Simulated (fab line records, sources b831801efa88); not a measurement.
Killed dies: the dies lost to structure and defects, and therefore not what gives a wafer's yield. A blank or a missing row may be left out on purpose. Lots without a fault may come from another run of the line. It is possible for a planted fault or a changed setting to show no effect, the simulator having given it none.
Which tool did it? :: flow sky130 :: 36 wafers sampled from 12 lots at 1 step of a route of 708

== WHAT THE GAUGES SHOWED, per wafer ==
SKY_FIELD_ISO_THK_MEAS_25.
lot: L075
measured: day 2 13:28
on: film-metro-01
FIELD_ISO_CVD_24_THK (nm): 594 590 597

lot: L077
measured: day 2 23:44
on: film-metro-01
FIELD_ISO_CVD_24_THK (nm): 595 601 601

lot: L079
measured: day 3 09:16
on: film-metro-01
FIELD_ISO_CVD_24_THK (nm): 608 606 601

lot: L081
measured: day 3 20:01
on: film-metro-04
FIELD_ISO_CVD_24_THK (nm): 593 598 609

lot: L083
measured: day 4 05:56
on: film-metro-02
FIELD_ISO_CVD_24_THK (nm): 596 603 596

lot: L085
measured: day 4 15:33
on: film-metro-01
FIELD_ISO_CVD_24_THK (nm): 593 591 595

lot: L087
measured: day 5 01:57
on: film-metro-04
FIELD_ISO_CVD_24_THK (nm): 607 605 604

lot: L089
measured: day 5 12:56
on: film-metro-02
FIELD_ISO_CVD_24_THK (nm): 599 597 601

lot: L091
measured: day 5 22:45
on: film-metro-01
FIELD_ISO_CVD_24_THK (nm): 590 593 591

lot: L093
measured: day 6 14:12
on: film-metro-01
FIELD_ISO_CVD_24_THK (nm): 602 593 609

lot: L095
measured: day 7 02:14
on: film-metro-04
FIELD_ISO_CVD_24_THK (nm): 588 587 592

lot: L097
measured: day 7 08:19
on: film-metro-02
FIELD_ISO_CVD_24_THK (nm): 585 597 598

== EACH LOT AND THE TOOL THAT RAN IT (in order: tool; ch and the chambers of the sampled wafers; start) ==
Record: no process step prior to these readings.

== THE ANSWER, worked out from the rows above alone ==
Rule: usual is defined by the lots themselves. The widest of any qualifying gaps counts: lots, ordered by their means at a reading, are off when they make up no more than a third of the lots, leave a main group of 4 or more, and stand apart from it by 3 or more times the standard deviation of that group's means. A main group is skipped when, at the precision printed for the reading in the tables above, its means are all equal. A lot without any number at a reading at which 4 lots or more have one is off too. Any other lot the step has rows for is counted as sound.
Across all readings shown, no lot is off: no conclusion can be drawn from this.

== WHAT HAD BEEN PUT IN BY THE SIMULATOR ==
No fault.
